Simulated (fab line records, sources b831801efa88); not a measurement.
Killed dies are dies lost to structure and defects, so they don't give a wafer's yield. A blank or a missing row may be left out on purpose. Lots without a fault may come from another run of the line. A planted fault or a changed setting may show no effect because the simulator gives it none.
A struck lot beside a sound one | flow sfq_line | 28 steps out of a route of 325
Sound: wafers L197.1, L197.3, L197.6. Struck: wafer L192.3. (L192.2 of the same lot was not struck and is left out.) The cause comes at the end.
At each step with rows: each side's tool, then ch and its chambers, then its first start. Under that, the readings that differ: sound wafers | struck wafers | difference of the means | sigmas: that difference in standard deviations of wafers without a fault.
alike: readings whose means differ by less than 2 such deviations, and words and numbers that are the same on both sides. not compared: withheld readings, readings that some wafer has no value for, bounds like >300 that may hide the same value, and numbers for which the record gives no deviation and whose values overlap.
The two part at a step that has a row with sigmas, a row that says differs or no value, or rows on one side only. Numbers that don't overlap but have no deviation are shown without sigmas and don't part them. A reading that every wafer of one side lacks parts them only if that side has two wafers or more.

first, 6 steps without rows for these wafers: SFQ_TRILAYER_M1_LITHO_COAT_044 (resist thk 62 nm); SFQ_TRILAYER_M1_LITHO_COAT_039 (resist thk 600 nm); SFQ_TRILAYER_M1_LITHO_SOFTBAKE_043; SFQ_TRILAYER_M1_LITHO_EXPOSE_040 (exposes mask M1, target cd 500 nm); SFQ_TRILAYER_M1_LITHO_PEB_042 (peb time 60 s); SFQ_TRILAYER_M1_LITHO_DEVELOP_041 (time 60 s).
SFQ_M1_OVL_MEAS_911:
  sound on overlay-01, day 22 09:22; struck on overlay-02, day 18 18:58
  reading     | sound | struck | difference | sigmas
  M1_OVL (nm) | 2 0 5 | -8     | -10        | -3
SFQ_TRILAYER_M1_BARC_OPEN_METAL_ETCH_054: etches BARC in O2, target depth 125 nm, time 41.7 s.
  sound on rie_metal-01 ch 0,1, day 22 09:24; struck on rie_metal-02 ch 0, day 18 19:00
  alike: drypump_motor_current_A, oes_product_au
  not compared: rf_hours_counter_h
SFQ_TRILAYER_M1_ETCH_METAL_ETCH_042: etches Nb in Cl2/Ar, stops on SiO2, target depth 240 nm, time 120 s.
  sound on rie_metal-01 ch 0,1, day 22 09:28; struck on rie_metal-02 ch 0, day 18 19:04
  alike: drypump_motor_current_A, oes_product_au
  not compared: rf_hours_counter_h
SFQ_TRILAYER_M1_STRIP_STRIP_043: strips in O2.
  sound on rie_metal-01 ch 0,1, day 22 09:35; struck on rie_metal-02 ch 0, day 18 19:11
  alike: drypump_motor_current_A, oes_product_au, platen_temp_c
  not compared: rf_hours_counter_h
then, 2 steps without rows for these wafers: SFQ_TRILAYER_M1_STRIP_SOLV_CLEAN_044 (cleans in NMP, time 600 s); SFQ_TRILAYER_I1_DEP_PECVD_045 (deposits SiO2 from SiH4/N2O, time 111.11 s, target thk 500 nm).
SFQ_TRILAYER_I1_CMP_CMP_046: polishes SiO2.
  sound on cmp-01 ch 1,2,3, day 22 15:16; struck on cmp-01 ch 2, day 18 21:05
  reading                                             | sound             | struck | difference | sigmas
  time_to_endpoint_s (s)                              | 222 220 227       | 199    | -24        | -4
  model.SiO2_of_TRILAYER_I1_DEP_PECVD_045.thk_nm (nm) | 201.4 200.5 200.2 | 215.6  | +14.9      |
  alike: motor_current_A, platen_rpm, retaining_ring_pressure_frac, slurry_flow_ml_min
SFQ_I1_BOW_MEAS_912:
  sound on film_metro-03, day 22 17:46; struck on film_metro-01, day 18 23:37
  alike: I1_BOW
SFQ_TRILAYER_I1_METRO_MEASURE_047:
  sound on film_metro-03, day 22 17:53; struck on film_metro-01, day 18 23:55
  reading     | sound             | struck | difference | sigmas
  thk_nm (nm) | 201.3 200.6 200.2 | 215.6  | +14.9      | +21
then, 6 steps without rows for these wafers: SFQ_TRILAYER_I1_VIA_LITHO_COAT_054 (resist thk 62 nm); SFQ_TRILAYER_I1_VIA_LITHO_COAT_049 (resist thk 650 nm); SFQ_TRILAYER_I1_VIA_LITHO_SOFTBAKE_053; SFQ_TRILAYER_I1_VIA_LITHO_EXPOSE_050 (exposes mask I1, target cd 500 nm); SFQ_TRILAYER_I1_VIA_LITHO_PEB_052 (peb time 60 s); SFQ_TRILAYER_I1_VIA_LITHO_DEVELOP_051 (time 60 s).
-- the record jumps here: 7 days lie between the struck wafers' starts before and after --
SFQ_I1_OVL_MEAS_913:
  sound on overlay-02, day 29 02:56; struck on overlay-02, day 25 18:23
  alike: I1_OVL
then, 1 step without rows for these wafers: SFQ_TRILAYER_I1_VIA_BARC_OPEN_VIA_ETCH_071 (etches BARC in O2, target depth 125 nm, time 41.7 s).
SFQ_TRILAYER_I1_VIA_ETCH_VIA_ETCH_052: etches SiO2 in CHF3, stops on Nb, target depth 260 nm.
  sound on rie_diel-01 ch 1,2, day 29 03:01; struck on rie_diel-04 ch 2, day 25 18:26
  reading                        | sound             | struck | difference | sigmas
  oes_product_au (a.u.)          | 0.852 0.854 0.858 | 0.889  | +0.034     | +7
  model.I1.feature_depth_nm (nm) | 201.4 200.5 200.2 | 215.6  | +14.9      |
  model.etch.depth_nm (nm)       | 201.4 200.5 200.2 | 215.6  | +14.9      |
  alike: drypump_motor_current_A
SFQ_TRILAYER_I1_VIA_STRIP_STRIP_053: strips in O2.
  sound on rie_metal-03 ch 1, day 29 03:07; struck on rie_metal-03 ch 0, day 25 18:34
  reading                     | sound       | struck | difference | sigmas
  drypump_motor_current_A (A) | 5.0 5.0 5.0 | 6.1    | +1.1       | +3
  alike: oes_product_au, platen_temp_c
  not compared: rf_hours_counter_h
then, 1 step without rows for these wafers: SFQ_TRILAYER_I1_VIA_STRIP_SOLV_CLEAN_054 (cleans in NMP, time 600 s).
SFQ_TRILAYER_M2_DEP_PRE_CLEAN_056: time 22.5 s.
  sound on pvd_sputter-05, day 29 04:31; struck on pvd_sputter-04, day 25 19:20
  reading                                             | sound           | struck | difference | sigmas
  model.SiO2_of_TRILAYER_I1_DEP_PECVD_045.thk_nm (nm) | 193.9 193 192.7 | 208.1  | +14.9      |
  alike: bias_v
SFQ_TRILAYER_M2_DEP_SPUTTER_055: material Nb, target thk 200 nm, time 133.3 s.
  sound on pvd_sputter-05, day 29 04:32; struck on pvd_sputter-04, day 25 19:22
  alike: resputter_cathode_voltage_v, throttle_valve_pct

WHERE THEY PART
First at SFQ_M1_OVL_MEAS_911; last, within this record, at SFQ_TRILAYER_I1_VIA_STRIP_STRIP_053. Later steps at which nothing parts them and some readings are alike: SFQ_TRILAYER_M2_DEP_PRE_CLEAN_056, SFQ_TRILAYER_M2_DEP_SPUTTER_055.

WHY: what the simulator had put in
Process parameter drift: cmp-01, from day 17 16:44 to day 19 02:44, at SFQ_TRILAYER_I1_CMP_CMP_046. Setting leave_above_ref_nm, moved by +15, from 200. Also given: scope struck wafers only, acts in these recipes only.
